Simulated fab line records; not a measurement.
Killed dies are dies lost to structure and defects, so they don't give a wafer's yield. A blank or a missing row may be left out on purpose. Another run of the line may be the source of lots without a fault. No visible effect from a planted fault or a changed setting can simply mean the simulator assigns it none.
A struck lot beside a sound one -- flow sky130 -- 14 out of 708 route steps
Sound: wafers L709.3, L709.5, L709.6. Struck: wafers L717.1, L717.2, L717.4. The cause is given at the end.
Order at every step that has rows: each side's tool, ch and its chambers, its first start. Under that, the readings that differ: sound wafers -- struck wafers -- difference of the means -- sigmas: that difference in standard deviations of wafers without a fault.
alike: readings with means less than 2 such deviations apart, plus words and numbers identical on both sides. not compared: withheld readings, readings lacking a value on some wafer, bounds such as >300 that could conceal the same value, and numbers that have no deviation in the record and whose values overlap.
A row with sigmas, a row that says differs or no value, or rows on one side alone: a step with any of these is where the two part. Non-overlapping numbers with no deviation appear without sigmas and do not part them. A reading missing from all wafers of one side parts the sides only when that side holds two or more wafers.

SKY_POLY_GATE_ETCH_17: etches poly-Si in HBr/Cl2, stops on SiO2, target depth 180 nm, time 70.5 s.
  sound on rie si-01 ch 0,1, day 17 14:46; struck on rie si-01 ch 1,2,3, day 20 02:40
  alike: drypump motor current A, mfc cl2 sccm, oes product au, throttle valve pct
  not compared: rf hours counter h
SKY_POLY_GATE_STRIP_18: strips in O2/N2.
  sound on plasma asher-03 ch 0,1, day 17 14:52; struck on plasma asher-02 ch 0,1, day 20 02:43
  alike: drypump motor current A, n2 flow sccm, oes product au, strip time to endpoint s
  not compared: rf hours counter h
then, 2 steps without rows for these wafers: SKY_POLY_GATE_CLEAN_19 (cleans in SC1/SC2, time 150 s); SKY_POLY_GATE_OXIDATION_20 (stabilise 600 s, purge 300 s, target thk 4 nm).
SKY_POLY_GATE_THK_MEAS_21:
  struck on film metro-03, day 20 04:43; sound on film metro-02, day 17 17:41
  alike: POLY_GATE_OXIDATION_THK
SKY_POLY_GATE_CD_MEAS_22:
  struck on cd sem-02, day 20 04:46; sound on cd sem-02, day 17 17:46
  alike: cd nm
then, 6 steps without rows for these wafers: SKY_LDD_N_DEHYDRATE_00 (time 60 s); SKY_LDD_N_HMDS_01 (prime time 60 s); SKY_LDD_N_COAT_02 (resist thk 300 nm); SKY_LDD_N_SOFTBAKE_03 (time 60 s); SKY_LDD_N_EXPOSE_04 (exposes mask NTM, target cd 840 nm); SKY_LDD_N_PEB_05.
SKY_LDD_N_DEVELOP_06: develop time 60 s.
  sound on litho track-02 ch 0, day 18 23:55; struck on litho track-02, day 21 11:37
  no value came back on the struck wafers for chill plate temp C (C), develop time s (s); on the sound wafers chill plate temp C (C) reads 23.16 22.92 22.83
SKY_LDD_N_OVL_MEAS_07:
  struck on overlay-01, day 21 11:46; sound on overlay-01, day 19 00:02
reading,sound,struck,difference,sigmas
LDD_N_OVL (nm),-1.0 -1.7 -0.5,- - -,no value on the struck wafers,

## WHERE THEY PART
At SKY_LDD_N_DEVELOP_06 first; at SKY_LDD_N_OVL_MEAS_07 last (within this record only).

WHY: the cause the simulator had injected
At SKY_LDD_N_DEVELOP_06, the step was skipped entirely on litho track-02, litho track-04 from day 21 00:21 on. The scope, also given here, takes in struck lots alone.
